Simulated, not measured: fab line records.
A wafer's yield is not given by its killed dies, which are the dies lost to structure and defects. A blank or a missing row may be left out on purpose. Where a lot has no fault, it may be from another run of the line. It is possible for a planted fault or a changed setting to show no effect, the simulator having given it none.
2 desks, one fault :: flow gf180mcu :: every desk sees just its own numbers, and what lay behind them comes last

== THE METROLOGY DESK ==
Means of the sampled wafers that have a number, per lot and without regard to the tool the lot ran on: this is what the gauges read. Any lot whose mean is over 4 standard deviations away from the usual mean is out of limits and marked OUT; that distance is given in the brackets.
Columns: A = cd-nm at GF_POLY_GATE_CD_MEAS_10, usual 280.1 nm; B = POLY_GATE_OXIDATION_THK at GF_POLY_GATE_THK_MEAS_17, usual 4.05 nm
lot: L359
first seen here: day 9 11:43
A: 281.1
B: 4.12

lot: L360
first seen here: day 9 19:11
A: 279.2
B: 3.95

lot: L361
first seen here: day 10 02:56
A: 280.1
B: 4.09

lot: L363
first seen here: day 10 16:59
A: 280.5
B: 4.04

lot: L364
first seen here: day 11 00:16
A: 279.5
B: 4.13

lot: L369
first seen here: day 12 11:55
A: 280.0
B: 4.14

lot: L370
first seen here: day 12 21:05
A: 280.7
B: 3.94

lot: L371
first seen here: day 13 00:14
A: 279.6
B: 3.96

lot: L373
first seen here: day 13 17:52
A: 278.6
B: 4.16

lot: L374
first seen here: day 14 01:39
A: 280.1
B: 3.99

lot: L376
first seen here: day 14 13:57
A: 279.9
B: 4.04

lot: L381
first seen here: day 16 00:39
A: 281.5
B: 3.99
This desk's verdict: no lot among the 12 shows anything out of limits.

== TOOL OWNER'S DESK, litho-track-04 ==
The tool's own readings at GF_MVSD_COAT_02 (resist thk 3000 nm): means of the sampled wafers that have a number, for each lot that ran on this tool. Any lot whose mean is over 4 standard deviations away from the usual mean is out of limits and marked OUT; that distance is given in the brackets.
Columns: A = dispense-pressure-kPa at GF_MVSD_COAT_02, usual 48.2 kPa; B = resist-line-temp-C at GF_MVSD_COAT_02, usual 23.01 C
lot: L361
first seen here: day 4 21:03
A: 46.4
B: 22.89

lot: L364
first seen here: day 5 14:05
A: 46.4
B: 22.92

lot: L369
first seen here: day 6 20:08
A: 46.4
B: 23.12

lot: L370
first seen here: day 7 02:17
A: 46.4
B: 23.13
This desk's verdict: no lot among the 4 shows anything out of limits.

== BROUGHT TOGETHER ==
The metrology desk saw nothing out of limits.
The tool owner's desk saw nothing out of limits.

== WHAT THE SIMULATOR HAD INSERTED ==
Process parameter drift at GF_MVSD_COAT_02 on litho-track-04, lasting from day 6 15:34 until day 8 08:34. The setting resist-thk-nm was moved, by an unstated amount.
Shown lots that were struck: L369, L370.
